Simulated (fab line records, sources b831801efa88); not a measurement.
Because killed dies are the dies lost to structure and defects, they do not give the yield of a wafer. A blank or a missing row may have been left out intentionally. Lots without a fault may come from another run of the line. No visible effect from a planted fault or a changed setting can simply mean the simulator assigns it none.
The tool behind it: which one?	flow sky130	12 lots with 36 wafers sampled at 5 steps, on a route of 708 steps

== WHAT EACH GAUGE READ, for each wafer ==
SKY_VT_ADJUST_NCORE_OVL_MEAS_08.
lot	measured	on	VT_ADJUST_NCORE_OVL (nm)
L262	day 8 11:26	overlay-01	-0.3 0.5 0.8
L263	day 8 17:14	overlay-01	-0.8 2.8 1.9
L268	day 10 15:44	overlay-02	-1.3 -2.1 -1.3
L269	day 10 16:23	overlay-01	1.8 -0.4 1.3
L270	day 10 22:04	overlay-02	-0.3 -1.0 -0.5
L272	day 11 16:11	overlay-01	1.6 1.3 3.0
L273	day 11 19:05	overlay-02	-2.8 -1.7 -0.4
L274	day 12 07:11	overlay-02	-0.7 -0.6 -1.2
L277	day 12 22:56	overlay-01	-0.7 -1.2 -1.3
L278	day 13 07:35	overlay-01	2.1 1.9 0.4
L281	day 14 04:39	overlay-02	-1.0 -0.6 -3.0
L285	day 15 14:56	overlay-02	-0.1 -1.0 -0.7

SKY_VT_ADJUST_NCORE_TW_MEAS_11.
lot	measured	on	VT_ADJUST_NCORE_TW
L262	day 8 11:43	film metro-03	219.5 218.4 218.9
L263	day 8 17:37	film metro-03	219.0 219.6 219.9
L268	day 10 16:01	film metro-03	219.8 219.7 219.7
L269	day 10 16:40	film metro-03	219.2 218.4 219.8
L270	day 10 22:22	film metro-01	225.5 223.6 224.2
L272	day 11 16:29	film metro-03	220.3 218.5 219.8
L273	day 11 19:23	film metro-01	224.9 225.9 226.4
L274	day 12 07:28	film metro-03	219.8 219.6 219.1
L277	day 12 23:14	film metro-01	223.4 225.8 224.3
L278	day 13 07:52	film metro-01	155.2 155.3 156.0
L281	day 14 04:56	film metro-03	152.1 151.6 152.3
L285	day 15 15:13	film metro-01	225.4 223.8 223.8

SKY_VT_ADJUST_PCH_OVL_MEAS_07.
lot	measured	on	VT_ADJUST_PCH_OVL (nm)
L262	day 10 07:25	overlay-01	0.4 0.6 -0.2
L263	day 10 13:12	overlay-02	-0.4 -0.7 -0.5
L268	day 12 17:01	overlay-02	0.5 -1.1 0.0
L269	day 12 17:23	overlay-02	-2.0 -0.2 -0.9
L270	day 12 21:54	overlay-02	-2.5 -1.3 -0.6
L272	day 13 19:24	overlay-02	-1.0 -0.7 -2.2
L273	day 13 21:36	overlay-01	1.5 1.6 0.4
L274	day 14 10:59	overlay-02	-3.2 -1.2 -0.2
L277	day 15 02:57	overlay-02	1.8 2.6 1.1
L278	day 15 11:10	overlay-01	-0.9 -0.1 -1.9
L281	day 16 10:16	overlay-01	0.3 0.0 -0.3
L285	day 18 01:43	overlay-01	-0.6 0.7 0.2

== EACH LOT AND THE TOOL THAT RAN IT (in order: tool; ch and the chambers of the sampled wafers; start) ==
lot	SKY_VT_ADJUST_LVTN_STRIP_20	SKY_VT_ADJUST_NCORE_IMPLANT_09
L262	plasma asher-01 ch 0,1, day 7 15:52	implanter-03 ch 0, day 8 11:30
L263	plasma asher-03 ch 0,1, day 7 20:53	implanter-02 ch 0, day 8 17:23
L268	plasma asher-03 ch 0,1, day 9 17:02	implanter-03 ch 0, day 10 15:46
L269	plasma asher-03 ch 0,1, day 9 17:41	implanter-01 ch 0, day 10 16:25
L270	plasma asher-03 ch 0,1, day 9 23:35	implanter-02 ch 0, day 10 22:08
L272	plasma asher-03 ch 0,1, day 10 16:45	implanter-03 ch 0, day 11 16:15
L273	plasma asher-03 ch 0,1, day 10 19:02	implanter-03 ch 0, day 11 19:09
L274	plasma asher-02 ch 0,1, day 11 07:50	implanter-01 ch 0, day 12 07:13
L277	plasma asher-01 ch 0,1, day 11 22:14	implanter-02 ch 0, day 12 22:59
L278	plasma asher-01 ch 0,1, day 12 05:53	implanter-03 ch 0, day 13 07:37
L281	plasma asher-02 ch 0,1, day 13 03:14	implanter-03 ch 0, day 14 04:43
L285	plasma asher-01 ch 0,1, day 14 12:20	implanter-01 ch 0, day 15 14:58
- SKY_VT_ADJUST_LVTN_STRIP_20: strips in O2/N2.
- SKY_VT_ADJUST_NCORE_IMPLANT_09

== WHAT THE TOOLS THEMSELVES READ (means of the sampled wafers that have a number; where no wafer has one, the mark that the record gives instead) ==
SKY_VT_ADJUST_LVTN_STRIP_20.
lot	tool	drypump motor current A (A)	oes product au (a.u.)	strip time to endpoint s (s)
L262	plasma asher-01	6.2	0.718	14.12
L263	plasma asher-03	5.2	0.715	14.20
L268	plasma asher-03	5.3	0.718	14.19
L269	plasma asher-03	5.3	0.716	14.18
L270	plasma asher-03	5.3	0.714	14.13
L272	plasma asher-03	5.3	0.714	14.13
L273	plasma asher-03	5.3	0.713	14.15
L274	plasma asher-02	5.8	0.720	14.08
L277	plasma asher-01	6.1	0.716	14.16
L278	plasma asher-01	6.1	0.710	14.21
L281	plasma asher-02	5.8	0.711	14.16
L285	plasma asher-01	6.4	0.713	14.17

SKY_VT_ADJUST_NCORE_IMPLANT_09.
lot	tool	beam energy keV	dose ions cm2	end station pressure torr (Torr)	faraday current uA
L262	implanter-03	10.002	2.4009e+12	5.04e-06	13.64
L263	implanter-02	9.999	2.3996e+12	5.07e-06	13.71
L268	implanter-03	10.000	2.3997e+12	5.39e-06	13.27
L269	implanter-01	9.997	2.4004e+12	4.94e-06	13.30
L270	implanter-02	10.000	2.3983e+12	4.93e-06	13.66
L272	implanter-03	9.999	2.4013e+12	5.15e-06	13.53
L273	implanter-03	9.999	2.3966e+12	5.13e-06	13.33
L274	implanter-01	10.003	2.3965e+12	4.91e-06	13.61
L277	implanter-02	10.002	2.3997e+12	4.97e-06	13.47
L278	implanter-03	10.003	6.1543e+11	4.81e-06	3.44
L281	implanter-03	9.994	6.1283e+11	5.01e-06	3.40
L285	implanter-01	9.996	2.3969e+12	5.20e-06	13.63

== THE ANSWER, worked out from the rows above alone ==
Rule: usual is defined by the lots themselves. Put in order of their means at a reading, lots are off if they are a third of the lots or fewer, leave a main group of 4 or more, and stand apart from it by a gap of 3 or more times the standard deviation of the main group's means; of several such gaps the widest counts. A main group is skipped when, at the precision printed for the reading in the tables above, its means are all equal. Also off: a lot with no number at a reading for which 4 or more lots have one. All remaining lots with rows at the step are treated as sound. Order of review: gauges by route order, followed by the tools' own readings, for which a lot's mean as printed above is used. At the first step where some lot is off, the reading lying furthest off is the one used; lots without a number count as furthest.
Off: L278, L281, seen at SKY_VT_ADJUST_NCORE_TW_MEAS_11 (VT_ADJUST_NCORE_TW). The main group has a mean of 221.5 with a standard deviation of 2.7.
A tool fits if, at a process step before that reading, it ran every lot that is off, and no sound lot after the first of them. Not tried: the gauges at SKY_VT_ADJUST_NCORE_TW_MEAS_11; whatever is off there is also off at SKY_VT_ADJUST_NCORE_IMPLANT_09, on other tools, and gauge error can't account for it. One fits: implanter-03 at SKY_VT_ADJUST_NCORE_IMPLANT_09. Its last sound lot is L273 (day 11 19:09), its first lot that is off L278 (day 13 07:37): a fault that began between those two fits.
The tool's own readings at SKY_VT_ADJUST_NCORE_IMPLANT_09 bear it out: on the lots that are off they differ by more than 5 times the standard deviation of the sound lots' means. dose ions cm2 reads 6.1413e+11 there against 2.3990e+12 on the sound lots; faraday current uA reads 3.42 there against 13.52 on the sound lots.

== WHAT THE SIMULATOR PUT IN ==
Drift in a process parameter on implanter-03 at SKY_VT_ADJUST_NCORE_IMPLANT_09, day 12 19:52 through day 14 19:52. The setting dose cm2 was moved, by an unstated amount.
Shown lots that were struck: L278, L281. The same result came from the rule above.
